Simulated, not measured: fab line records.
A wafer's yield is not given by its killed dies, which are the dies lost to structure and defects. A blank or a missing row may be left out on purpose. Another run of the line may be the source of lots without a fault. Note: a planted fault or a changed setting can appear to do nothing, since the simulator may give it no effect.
fab line records    flow sky130
[record] lots = 13  wafers = 39  lastDay = 51
route steps=708 shown LDD_HVN@277 LDD_HVP@285 SPACER@306 RES_XHIGH@340 SD_N@353
lots that met no fault: from a run of the same line without faults
startH: start of the lot's first displayed wafer, in hours after the record's first day    waitH: hours from the lot's prior step to this one    " repeats the value in the row above    L1.1+2: one row covering several wafers at once    - no value, or no start given    * or withheld: withheld    < > ~ a bound
route shown NAME@n: NAME is a module with steps in the file, n the number in the route of the first one    usual: the fault-free wafers' mean and standard deviation    same: alike in all rows    chamber/n: place in a boat    sites: readings site by site    _std_site: their standard deviation    _edge_site: the outer-site mean with the inner-site mean subtracted    radiusMm: for every site, how far away it sits from the centre of the wafer    mask NAME#n: copy n    behind: the last tool/chamber to shape the wafer    hold: why the lot was held/for how many hours/how that ended    device: which transistor (n, p or np) failed to switch    end of line: tests of these same wafers at the route's end    for a step that has no rows: nothing shown but its recipe    killed: dies lost to structure and defects at the first sort, not the wafer's yield    map: the dies of a wafer, with x for killed, . for not killed, _ for no die there
set.NAME: the setting the step ran with; set.NAME@STEP: the setting that earlier step ran with    model.NAME: the simulator's own value behind a step, which no gauge read
one table for each step of the route and one row for each wafer, over a sample of lots
services: a tool's chamber out of use, with start hour (startH, from the record's first day; less than 0 if before it), hours out, and reason
[[steps]]
[step SKY_LDD_HVN_TW_MEAS_10]
[usual] LDD_HVN_TW = 1447/5.6
lot.wafer  tool          chamber  startH  waitH  LDD_HVN_TW
L635.1     filmMetro-02  -        499.34  0.1    1449
L635.3     "             -        "       "      1458
L635.5     "             -        "       "      1454
L637.3     filmMetro-01  -        506.42  0.1    1441
L637.5     "             -        "       "      1443
L637.6     "             -        "       "      1441
L638.1     filmMetro-01  -        517.48  0.1    1445
L638.4     "             -        "       "      1448
L638.5     "             -        "       "      1446
L640.1     filmMetro-02  -        528.04  0.1    1440
L640.3     "             -        "       "      1446
L640.4     "             -        "       "      1448
L641.1     filmMetro-02  -        543.50  0.1    1451
L641.2     "             -        "       "      1452
L641.3     "             -        "       "      1450
L642.1     filmMetro-03  -        544.73  0.1    1447
L642.2     "             -        "       "      1447
L642.3     "             -        "       "      1450
L643.1     filmMetro-01  -        553.33  0.1    1446
L643.5     "             -        "       "      1445
L643.6     "             -        "       "      1445
L645.4     filmMetro-02  -        577.46  0.1    1449
L645.5     "             -        "       "      1444
L645.6     "             -        "       "      1447
L647.2     filmMetro-01  -        596.19  0.1    1431
L647.3     "             -        "       "      1444
L647.5     "             -        "       "      1441
L649.1     filmMetro-02  -        609.44  0.1    1464
L649.2     "             -        "       "      1450
L649.4     "             -        "       "      1451
L650.1     filmMetro-03  -        620.50  0.1    1442
L650.2     "             -        "       "      1442
L650.3     "             -        "       "      1444
L654.2     filmMetro-01  -        647.99  0.1    1444
L654.3     "             -        "       "      1447
L654.6     "             -        "       "      1445
L656.4     filmMetro-02  -        662.93  0.1    1444
L656.5     "             -        "       "      1449
L656.6     "             -        "       "      1450
[step SKY_LDD_HVP_OVL_MEAS_07]
[usual] LDD_HVP_OVL = 0.7/1.3
lot.wafer  tool        chamber  startH  waitH  LDD_HVP_OVL[nm]
L635.1     overlay-01  -        530.15  0.1    0.0
L635.3     "           -        "       "      1.1
L635.5     "           -        "       "      -0.3
L637.3     overlay-02  -        537.18  0.1    0.2
L637.5     "           -        "       "      2.0
L637.6     "           -        "       "      -1.6
L638.1     overlay-01  -        547.44  0.1    0.0
L638.4     "           -        "       "      -0.3
L638.5     "           -        "       "      -0.8
L640.1     overlay-01  -        558.89  0.1    -1.7
L640.3     "           -        "       "      1.5
L640.4     "           -        "       "      1.5
L641.1     overlay-01  -        574.57  0.1    2.1
L641.2     "           -        "       "      2.0
L641.3     "           -        "       "      0.9
L642.1     overlay-01  -        575.24  0.1    -1.2
L642.2     "           -        "       "      -1.2
L642.3     "           -        "       "      -0.8
L643.1     overlay-02  -        583.67  0.1    -1.5
L643.5     "           -        "       "      0.8
L643.6     "           -        "       "      -0.3
L645.4     overlay-01  -        606.74  0.1    0.9
L645.5     "           -        "       "      0.8
L645.6     "           -        "       "      0.7
L647.2     overlay-02  -        625.97  0.1    0.1
L647.3     "           -        "       "      0.6
L647.5     "           -        "       "      0.8
L649.1     overlay-01  -        639.44  0.1    0.8
L649.2     "           -        "       "      0.4
L649.4     "           -        "       "      -0.2
L650.1     overlay-01  -        649.74  0.1    -0.6
L650.2     "           -        "       "      1.9
L650.3     "           -        "       "      0.6
L654.2     overlay-02  -        676.60  0.1    1.5
L654.3     "           -        "       "      1.2
L654.6     "           -        "       "      1.2
L656.4     overlay-02  -        691.77  0.1    0.8
L656.5     "           -        "       "      1.0
L656.6     "           -        "       "      -0.1
[step SKY_SPACER_ETCHBACK_02]
[recipe] chemistry = CH3F/O2  target = Si3N4  stopOn = SiO2  sourceW = 400  biasW = 80  pressureMtorr = 25  ch3fFlowSccm = 40  O2_flow_sccm = 30  timeS = 46.7  targetDepthA = 450
[usual] drypumpMotorCurrentA = 6.0/0.5  oesProductAu = 0.857/0.007  throttleValvePct = 10.564/0.0079
lot.wafer  tool        chamber  startH  waitH  drypumpMotorCurrentA  oesProductAu  rfHoursCounterH  throttleValvePct
L635.1     rieDiel-02  2        562.47  0.1    5.8                   0.849         12               10.583
L635.3     "           0        "       "      6.5                   0.855         17               10.566
L635.5     "           0        "       "      6.5                   0.851         -                10.556
L637.3     rieDiel-01  2        570.27  0.0    6.3                   0.854         6                10.555
L637.5     "           0        "       "      5.7                   0.856         -                10.556
L637.6     "           1        "       "      6.0                   0.851         -                10.568
L638.1     rieDiel-04  3        580.32  0.1    6.7                   0.843         81               10.564
L638.4     "           0        "       "      4.9                   0.854         -                10.548
L638.5     "           3        "       "      6.7                   0.854         -                10.561
L640.1     rieDiel-01  2        591.81  0.1    6.3                   0.853         6                10.558
L640.3     "           0        "       "      5.8                   0.850         4                10.565
L640.4     "           3        "       "      5.5                   0.851         47               10.552
L641.1     rieDiel-01  1        606.62  0.1    6.0                   0.854         13               10.556
L641.2     "           3        "       "      5.5                   0.852         48               10.557
L641.3     "           2        "       "      6.3                   0.846         6                10.558
L642.1     rieDiel-01  0        607.83  0.1    5.7                   0.859         4                10.563
L642.2     "           2        "       "      6.3                   0.856         7                10.559
L642.3     "           1        "       "      6.1                   0.857         13               10.572
L643.1     rieDiel-02  2        615.42  0.1    5.8                   0.855         13               10.553
L643.5     "           3        "       "      5.4                   0.855         -                10.546
L643.6     "           2        "       "      5.9                   0.861         -                10.566
L645.4     rieDiel-01  2        639.94  0.0    6.3                   0.858         7                10.567
L645.5     "           3        "       "      5.5                   0.859         -                10.569
L645.6     "           2        "       "      6.3                   0.867         -                10.558
L647.2     rieDiel-02  1        659.60  0.0    5.5                   0.853         3                10.559
L647.3     "           3        "       "      5.4                   0.852         5                10.559
L647.5     "           1        "       "      5.4                   0.848         -                10.562
L649.1     rieDiel-04  0        671.50  0.1    4.9                   0.863         2                10.564
L649.2     "           2        "       "      6.5                   0.861         12               10.570
L649.4     "           3        "       "      6.7                   0.861         1                10.559
L650.1     rieDiel-01  1        681.07  0.1    6.1                   0.855         14               10.555
L650.2     "           0        "       "      5.8                   0.853         6                10.565
L650.3     "           3        "       "      5.5                   0.847         49               10.570
L654.2     rieDiel-04  1        707.77  0.0    6.0                   0.859         6                10.561
L654.3     "           0        "       "      4.8                   0.863         3                10.553
L654.6     "           3        "       "      6.7                   0.857         -                10.564
L656.4     rieDiel-01  0        722.45  0.0    5.8                   0.855         -                10.565
L656.5     "           2        "       "      6.3                   0.863         -                10.580
L656.6     "           1        "       "      6.1                   0.848         -                10.561
[step SKY_RES_XHIGH_STRIP_08]
[recipe] chemistry = O2/N2  powerW = 1400  pressureMtorr = 1500  platenTempC = withheld  o2FlowSccm = 3000  n2FlowSccm = 300  overashFraction = 0.5
[usual] drypumpMotorCurrentA = 5.6/0.41  oesProductAu = 0.711/0.0048  stripTimeToEndpointS = 14.28/0.04
lot.wafer  tool            chamber  startH  waitH  drypumpMotorCurrentA  oesProductAu  rfHoursCounterH  stripTimeToEndpointS
L635.1     plasmaAsher-04  0        651.95  0.1    5.3                   0.711         74               14.24
L635.3     "               1        "       "      6.1                   0.706         -                14.28
L635.5     "               1        "       "      6.1                   0.714         -                14.26
L637.3     plasmaAsher-04  0        660.54  0.1    5.3                   0.716         -                14.32
L637.5     "               1        "       "      6.2                   0.712         -                14.32
L637.6     "               0        "       "      5.2                   0.715         -                14.36
L638.1     plasmaAsher-03  1        669.99  0.1    5.2                   0.716         27               14.19
L638.4     "               1        "       "      5.2                   0.710         -                14.24
L638.5     "               0        "       "      5.5                   0.715         -                14.18
L640.1     plasmaAsher-04  0        680.60  0.1    5.3                   0.713         77               14.22
L640.3     "               0        "       "      5.3                   0.710         -                14.20
L640.4     "               1        "       "      6.2                   0.704         -                14.21
L641.1     plasmaAsher-03  1        694.37  0.1    5.2                   0.719         30               14.23
L641.2     "               0        "       "      5.4                   0.725         30               14.22
L641.3     "               0        "       "      5.4                   0.712         -                14.19
L642.1     plasmaAsher-01  0        696.30  0.1    6.0                   0.711         106              14.26
L642.2     "               1        "       "      5.1                   0.716         106              14.24
L642.3     "               0        "       "      6.0                   0.712         -                14.29
L643.1     plasmaAsher-03  1        704.50  0.1    5.2                   0.707         31               14.27
L643.5     "               0        "       "      5.4                   0.708         -                14.27
L643.6     "               1        "       "      5.2                   0.707         -                14.31
L645.4     plasmaAsher-01  0        727.39  0.1    6.0                   0.711         -                14.29
L645.5     "               1        "       "      5.1                   0.709         -                14.31
L645.6     "               0        "       "      6.0                   0.713         -                14.28
L647.2     plasmaAsher-04  1        745.75  0.1    6.1                   0.705         83               14.29
L647.3     "               0        "       "      5.2                   0.710         -                14.27
L647.5     "               0        "       "      5.2                   0.710         -                14.31
L649.1     plasmaAsher-01  0        757.62  0.1    5.9                   0.714         1                14.26
L649.2     "               1        "       "      5.1                   0.712         1                14.27
L649.4     "               0        "       "      6.0                   0.703         -                14.30
L650.1     plasmaAsher-04  1        767.04  0.1    6.1                   0.713         85               14.28
L650.2     "               0        "       "      5.3                   0.718         85               14.25
L650.3     "               1        "       "      6.1                   0.717         -                14.25
L654.2     plasmaAsher-01  1        791.34  0.1    5.1                   0.913         5                -
L654.3     "               1        "       "      5.2                   0.914         -                -
L654.6     "               1        "       "      5.1                   0.917         -                -
L656.4     plasmaAsher-04  1        806.14  0.1    6.1                   0.702         -                14.30
L656.5     "               1        "       "      6.1                   0.715         -                14.34
L656.6     "               0        "       "      5.2                   0.716         -                14.30
[step SKY_SD_N_STRIP_11]
[recipe] chemistry = O2/N2  powerW = 1400  pressureMtorr = 1500  platenTempC = withheld  o2FlowSccm = 3000  n2FlowSccm = 300  overashFraction = 0.5
[usual] drypumpMotorCurrentA = 5.9/0.35  oesProductAu = 0.527/0.0044  stripTimeToEndpointS = 22.58/0.043
lot.wafer  tool            chamber  startH  waitH  drypumpMotorCurrentA  oesProductAu  rfHoursCounterH  stripTimeToEndpointS
L635.1     plasmaAsher-02  0        681.37  0.1    6.0                   0.525         57               22.58
L635.3     "               0        "       "      6.0                   0.534         -                22.55
L635.5     "               1        "       "      6.1                   0.530         -                22.54
L637.3     plasmaAsher-02  1        690.25  0.1    6.1                   0.530         -                22.62
L637.5     "               1        "       "      6.2                   0.529         -                22.64
L637.6     "               0        "       "      6.0                   0.529         -                22.56
L638.1     plasmaAsher-02  0        699.22  0.1    5.9                   0.522         58               22.59
L638.4     "               0        "       "      5.9                   0.527         -                22.57
L638.5     "               0        "       "      5.9                   0.528         -                22.53
L640.1     plasmaAsher-02  0        709.66  0.1    6.0                   0.522         59               22.53
L640.3     "               0        "       "      5.9                   0.535         -                22.53
L640.4     "               1        "       "      6.2                   0.531         -                22.49
L641.1     plasmaAsher-01  0        722.97  0.1    6.0                   0.524         108              22.64
L641.2     "               1        "       "      5.1                   0.527         108              22.60
L641.3     "               1        "       "      5.1                   0.531         -                22.59
L642.1     plasmaAsher-01  1        725.01  0.1    5.2                   0.521         108              22.54
L642.2     "               0        "       "      6.0                   0.520         108              22.57
L642.3     "               1        "       "      5.1                   0.527         -                22.59
L643.1     plasmaAsher-02  1        733.42  0.1    6.1                   0.525         62               22.60
L643.5     "               1        "       "      6.1                   0.528         -                22.63
L643.6     "               0        "       "      6.0                   0.528         -                22.54
L645.4     plasmaAsher-02  1        756.69  0.1    6.1                   0.526         -                22.60
L645.5     "               0        "       "      6.0                   0.528         -                22.59
L645.6     "               1        "       "      6.1                   0.527         -                22.58
L647.2     plasmaAsher-01  0        774.97  0.1    6.0                   0.535         3                22.59
L647.3     "               0        "       "      6.0                   0.529         -                22.60
L647.5     "               1        "       "      5.1                   0.523         -                22.58
L649.1     plasmaAsher-02  1        786.12  0.1    6.1                   0.528         67               22.49
L649.2     "               0        "       "      6.0                   0.526         67               22.53
L649.4     "               0        "       "      5.9                   0.531         -                22.50
L650.1     plasmaAsher-01  1        794.87  0.1    5.1                   0.531         5                22.64
L650.2     "               0        "       "      6.0                   0.518         5                22.61
L650.3     "               1        "       "      5.1                   0.524         -                22.56
L654.2     plasmaAsher-02  0        818.32  0.1    6.0                   0.563         71               29.34
L654.3     "               1        "       "      6.1                   0.573         -                29.38
L654.6     "               0        "       "      5.9                   0.572         -                29.37
L656.4     plasmaAsher-02  1        832.95  0.1    6.1                   0.536         -                22.53
L656.5     "               1        "       "      6.1                   0.529         -                22.51
L656.6     "               0        "       "      6.0                   0.527         -                22.56
[step SKY_SD_N_TW_MEAS_12]
[usual] SD_N_TW = 4012/24
lot.wafer  tool          chamber  startH  waitH  SD_N_TW
L635.1     filmMetro-01  -        681.47  0.1    4004
L635.3     "             -        "       "      4017
L635.5     "             -        "       "      4002
L637.3     filmMetro-03  -        690.34  0.1    4033
L637.5     "             -        "       "      4005
L637.6     "             -        "       "      4030
L638.1     filmMetro-03  -        699.32  0.1    3986
L638.4     "             -        "       "      4025
L638.5     "             -        "       "      4023
L640.1     filmMetro-01  -        709.76  0.1    4020
L640.3     "             -        "       "      4002
L640.4     "             -        "       "      4007
L641.1     filmMetro-01  -        723.07  0.1    4008
L641.2     "             -        "       "      4012
L641.3     "             -        "       "      4004
L642.1     filmMetro-03  -        725.11  0.1    4005
L642.2     "             -        "       "      3990
L642.3     "             -        "       "      4006
L643.1     filmMetro-02  -        733.55  0.1    4051
L643.5     "             -        "       "      4040
L643.6     "             -        "       "      4046
L645.4     filmMetro-01  -        756.79  0.1    4002
L645.5     "             -        "       "      4011
L645.6     "             -        "       "      4024
L647.2     filmMetro-01  -        775.08  0.1    3995
L647.3     "             -        "       "      4000
L647.5     "             -        "       "      3976
L649.1     filmMetro-02  -        786.22  0.1    4048
L649.2     "             -        "       "      4062
L649.4     "             -        "       "      4074
L650.1     filmMetro-02  -        794.97  0.1    4048
L650.2     "             -        "       "      4042
L650.3     "             -        "       "      4041
L654.2     filmMetro-01  -        818.43  0.1    30
L654.3     "             -        "       "      30
L654.6     "             -        "       "      30
L656.4     filmMetro-03  -        833.04  0.1    3981
L656.5     "             -        "       "      4019
L656.6     "             -        "       "      4012
[[services]]
tool            chamber  startH  hours  kind
rieDiel-02      -        541.70  14.6   pm
rieDiel-04      1        558.26  22.8   repair
rieDiel-04      0        563.58  2.7    repair
plasmaAsher-04  -        574.59  8.9    repair
plasmaAsher-01  -        595.06  5.6    repair
plasmaAsher-04  -        605.76  4.4    repair
plasmaAsher-01  -        640.30  2.8    pm
plasmaAsher-01  -        653.89  1.8    repair
plasmaAsher-04  -        718.77  0.6    repair
plasmaAsher-03  -        724.48  0.8    repair
plasmaAsher-01  -        733.75  9.0    pm
plasmaAsher-01  0        733.75  9.0    ventCycle
plasmaAsher-01  1        733.75  9.0    ventCycle
plasmaAsher-01  0        742.75  -      clean
plasmaAsher-01  1        742.75  -      clean
plasmaAsher-03  -        755.00  2.8    pm
rieDiel-02      3        755.08  4.5    repair
plasmaAsher-04  -        764.55  1.2    repair
rieDiel-01      0        773.71  1.3    repair
rieDiel-01      2        777.35  5.9    repair
rieDiel-01      -        790.44  28.1   pm
plasmaAsher-03  -        791.15  0.8    repair
rieDiel-04      0        794.59  3.2    repair
rieDiel-02      1        810.69  11.2   repair
[[key]]
[firstSign] step = SKY_RES_XHIGH_STRIP_08  reading = oesProductAu  direction = up  sigmas = 43  usual = 0.711  struck = 0.915
[effect] step = SKY_SD_N_STRIP_11  reading = stripTimeToEndpointS  direction = up  sigmas = 99+  usual = *  struck = *
[effect] step = SKY_SD_N_TW_MEAS_12  reading = SD_N_TW  direction = down  sigmas = 99+  usual = 4012  struck = 30
metAt SKY_RES_XHIGH_STRIP_08
struckLots L654
sortLeftOut L654.2,L654.3,L654.6
testerLeftOut L654
notActingAt SKY_LDD_HVN_TW_MEAS_10,SKY_LDD_HVP_OVL_MEAS_07,SKY_SPACER_ETCHBACK_02
onsetBetween 757.62 791.34
[fault] kind = stripAborted  tool = plasmaAsher-01  chamber = -  onsetH = 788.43  steps = SKY_RES_XHIGH_STRIP_08  offset = 0.65801  endH = 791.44
// testerLeftOut: of these lots the tester's yield and bins aren't shown, on N5 and GAA mostly nor the transistor test; their killed dies are dies lost to structure and defects alone, not to doping, threshold or leakage, so they don't give the yield
// sortLeftOut: the simulated sort isn't trusted on such a fault, so these wafers' sort isn't shown, and their yield isn't known
